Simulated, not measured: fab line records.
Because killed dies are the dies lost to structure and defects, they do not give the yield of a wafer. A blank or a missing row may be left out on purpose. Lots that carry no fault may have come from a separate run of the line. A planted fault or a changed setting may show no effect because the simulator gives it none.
Struck lot and sound lot, side by side -- flow gf180mcu -- 15 steps out of a route of 602
Sound: the wafers L534.3, L534.4, L534.5. Struck: wafers L544.1, L544.2, L544.5. The cause comes at the end.
At each step with rows: each side's tool, then ch and its chambers, then its first start. Under that, the readings that differ: sound wafers -- struck wafers -- difference of the means -- sigmas: that difference in standard deviations of wafers without a fault.
alike: readings with means less than 2 such deviations apart, plus words and numbers identical on both sides. not compared: withheld readings, readings lacking a value on some wafer, bounds such as >300 that could conceal the same value, and numbers that have no deviation in the record and whose values overlap.
Wherever a step has rows on one side only, a row that says differs or no value, or a row with sigmas, the two part there. Non-overlapping numbers with no deviation appear without sigmas and do not part them. A reading missing from all wafers of one side parts the sides only when that side holds two or more wafers.

first, 6 steps without rows for these wafers: GF_DNWELL_COAT_02 (resist thk 3000 nm); GF_DNWELL_SOFTBAKE_03; GF_DNWELL_EXPOSE_04 (exposes mask DNWELL, target cd 1700 nm); GF_DNWELL_PEB_05; GF_DNWELL_DEVELOP_06 (develop time 60 s); GF_DNWELL_IMPLANT_07.
GF_DNWELL_STRIP_08: strips in O2/N2.
  sound on plasma_asher-03 ch 0,1, day 3 10:14; struck on plasma_asher-01 ch 0,1, day 5 14:47
  alike: drypump_motor_current_A, heater_power_w, oes_product_au, strip_time_to_endpoint_s
  not compared: rf_hours_counter_h
GF_DNWELL_TW_MEAS_09:
  struck on film_metro-01, day 5 14:53; sound on film_metro-02, day 3 10:19
  alike: DNWELL_TW
then, 4 steps without rows for these wafers: GF_NWELL_DEHYDRATE_00 (time 60 s); GF_NWELL_HMDS_01 (prime time 60 s); GF_NWELL_COAT_02 (resist thk 3000 nm); GF_NWELL_SOFTBAKE_03.
GF_NWELL_EXPOSE_04: exposes mask Nwell, target cd 860 nm.
  sound on iline_stepper-02 ch 0, day 3 16:58; struck on iline_stepper-02 ch 0, day 5 22:29
reading,sound,struck,difference,sigmas
mask,Nwell#0 Nwell#0 Nwell#0,Nwell_R1#0 Nwell_R1#0 Nwell_R1#0,differs,
  alike: focus_offset_nm
then, 1 step without rows for these wafers: GF_NWELL_PEB_05.
-- the record jumps here: 27 days lie between the struck wafers' starts before and after (it left off in module NWELL and takes up again in module PASSIVATION, whose first step shown is number 602 of the route) --
GF_PASSIVATION_PROBE_99:
  struck on prober-01, day 32 17:29; sound on prober-01, day 29 20:21
reading,sound,struck,difference,sigmas
hold,- - -,await_dispo/4.6h/release await_dispo/4.6h/release await_dispo/4.6h/release,no value on the sound wafers,
model.etest.pwell_in_dnwell.line_ohm_um,4038 3997 3926,4553 4574 4556,+574,
model.etest.ldpmos_10p0.r_on_ohm_um,1.141e+04 1.132e+04 1.132e+04,1.156e+04 1.149e+04 1.145e+04,+1.500e+02,
model.etest.pwell_in_dnwell.width_nm (nm),602.5 604.3 601,515.9 514.4 512.3,-88.4,
model.etest.nwell.width_nm (nm),855.3 854.3 859,898.9 896.9 902.2,+43.1,
  not compared: model.etest.ldpmos_10p0.drive_ua_um

WHERE THEY PART
Earliest at GF_NWELL_EXPOSE_04; latest, in this record, at GF_PASSIVATION_PROBE_99.

WHY: what had been put in by the simulator
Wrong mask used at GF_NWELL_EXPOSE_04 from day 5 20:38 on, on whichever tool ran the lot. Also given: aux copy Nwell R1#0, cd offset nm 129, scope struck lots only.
